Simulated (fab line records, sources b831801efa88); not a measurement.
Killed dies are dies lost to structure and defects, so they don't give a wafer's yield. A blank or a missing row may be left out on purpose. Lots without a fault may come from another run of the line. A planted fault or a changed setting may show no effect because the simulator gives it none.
Chamber matching | flow gf180mcu | GF_V2_ETCH_16 on rie_diel-03: 4 sister chambers
The step etches BARC in N2/H2. 16 wafers are shown with their chamber, then 8 later ones without.

WAFERS WITH THEIR CHAMBER
wafer  | chamber | drypump_motor_current_A (A) | oes_product_au (a.u.) | chamber_pressure_mTorr (mTorr)
L078.2 | 3       | 5.9                         | 0.857                 | 30.019
L078.3 | 0       | 6.5                         | 0.857                 | 29.988
L078.5 | 3       | 5.9                         | 0.850                 | 29.948
L079.1 | 3       | 5.9                         | 0.859                 | 29.929
L079.3 | 1       | 5.3                         | 0.852                 | 30.003
L079.6 | 2       | 5.5                         | 0.848                 | 30.024
L081.2 | 2       | 5.6                         | 0.851                 | 29.985
L081.4 | 3       | 5.9                         | 0.848                 | 29.946
L081.6 | 2       | 5.5                         | 0.851                 | 30.010
L083.2 | 3       | 5.9                         | 0.851                 | 30.000
L083.3 | 0       | 6.5                         | 0.850                 | 30.011
L083.6 | 0       | 6.6                         | 0.854                 | 30.020
L086.1 | 1       | 5.2                         | 0.850                 | 30.008
L086.2 | 3       | 5.9                         | 0.856                 | 30.012
L086.3 | 0       | 6.6                         | 0.858                 | 29.981
L088.4 | 0       | 6.5                         | 0.854                 | 30.008

SIGNATURES (means of the wafers above)
reading                 | chamber 0 | chamber 1 | chamber 2 | chamber 3 | scatter within a chamber
drypump_motor_current_A | 6.540     | 5.250     | 5.533     | 5.900     | 0.0444
oes_product_au          | 0.85460   | 0.85100   | 0.85000   | 0.85350   | 0.00347
chamber_pressure_mTorr  | 30.00160  | 30.00550  | 30.00633  | 29.97567  | 0.0281
Rule: a wafer's distance from a chamber is the root of the sum, over the readings, of the square of ((its reading less the chamber's mean) divided by the reading's scatter). The wafer belongs to the nearest chamber; if the next one is less than 2 further off, it can't be placed. The scatter: the root of (the sum of the squares of (reading less its chamber's mean) over the shown wafers, divided by (wafers less chambers)).

WAFERS WITHOUT THEIR CHAMBER
wafer  | drypump_motor_current_A (A) | oes_product_au (a.u.) | chamber_pressure_mTorr (mTorr)
L088.5 | 5.2                         | 0.850                 | 29.975
L088.6 | 6.5                         | 0.852                 | 30.004
L089.3 | 5.9                         | 0.858                 | 29.977
L089.4 | 5.5                         | 0.856                 | 29.979
L089.6 | 5.9                         | 0.859                 | 29.969
L095.1 | 5.5                         | 0.852                 | 30.046
L095.4 | 5.3                         | 0.852                 | 29.976
L095.5 | 6.5                         | 0.854                 | 29.999

WHICH CHAMBER EACH WENT THROUGH
wafer  | from the rows above | in truth
L088.5 | 1                   | 1
L088.6 | 0                   | 0
L089.3 | 3                   | 3
L089.4 | 2                   | 2
L089.6 | 3                   | 3
L095.1 | 2                   | 2
L095.4 | 1                   | 1
L095.5 | 0                   | 0
Placed correctly: 8 of 8. Can't be placed from these rows: 0. Placed wrongly: 0.
